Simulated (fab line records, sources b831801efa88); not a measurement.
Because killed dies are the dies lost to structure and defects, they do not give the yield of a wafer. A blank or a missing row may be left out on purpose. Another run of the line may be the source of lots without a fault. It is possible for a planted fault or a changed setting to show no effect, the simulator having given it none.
Chamber matching | flow gf180mcu | GF_PASSIVATION_CVD_00 on pecvd-02: 3 sister chambers
The step deposits SiO2 from TEOS, target thk 1000 nm, time 111.95 s. 20 wafers are shown with their chamber, then 10 later ones without.

== EACH WAFER AND ITS CHAMBER ==
wafer  | chamber | heaterPowerW (W)
L075.1 | 2       | 542
L075.2 | 1       | 534
L075.3 | 0       | 652
L075.4 | 0       | 528
L075.5 | 1       | 597
L075.6 | 2       | 429
L078.1 | 2       | 505
L078.5 | 0       | 581
L078.6 | 1       | 507
L080.3 | 2       | 508
L080.4 | 0       | 514
L080.6 | 1       | 595
L081.1 | 2       | 537
L081.4 | 2       | 422
L081.6 | 1       | 604
L082.2 | 0       | 668
L082.3 | 1       | 562
L082.5 | 0       | 512
L085.3 | 2       | 477
L085.5 | 2       | 509

SIGNATURES (averages over the wafers above)
reading      | chamber 0 | chamber 1 | chamber 2 | scatter within a chamber
heaterPowerW | 575.83    | 566.50    | 491.12    | 52.4
Rule: distance of a wafer from a chamber = root of the sum over the readings of ((wafer's reading minus chamber's mean) / reading's scatter) squared. If the next closest chamber is less than 2 further off than the closest, the wafer can't be placed; otherwise it belongs to the closest. How the scatter is found: for the shown wafers, subtract from each reading the mean of its chamber, square and add these, divide the total by (wafers less chambers), then take the root.

== WAFERS WHOSE CHAMBER IS MISSING ==
wafer  | heaterPowerW (W)
L085.6 | 636
L088.2 | 605
L088.3 | 492
L088.6 | 519
L094.2 | 656
L094.3 | 476
L094.5 | 507
L095.1 | 579
L095.3 | 439
L095.4 | 498

== CHAMBER TAKEN BY EACH ==
wafer  | from the rows above          | in truth
L085.6 | can't be placed: 0 or 1 or 2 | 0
L088.2 | can't be placed: 0 or 1 or 2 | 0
L088.3 | can't be placed: 2 or 1 or 0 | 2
L088.6 | can't be placed: 2 or 1 or 0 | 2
L094.2 | can't be placed: 0 or 1 or 2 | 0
L094.3 | can't be placed: 2 or 1 or 0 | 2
L094.5 | can't be placed: 2 or 1 or 0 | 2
L095.1 | can't be placed: 0 or 1 or 2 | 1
L095.3 | can't be placed: 2 or 1 or 0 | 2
L095.4 | can't be placed: 2 or 1 or 0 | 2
Correct placement for 0 of the 10. Can't be placed from these rows: 10 (the true chamber is among the candidates in 10). 0 placed wrongly.
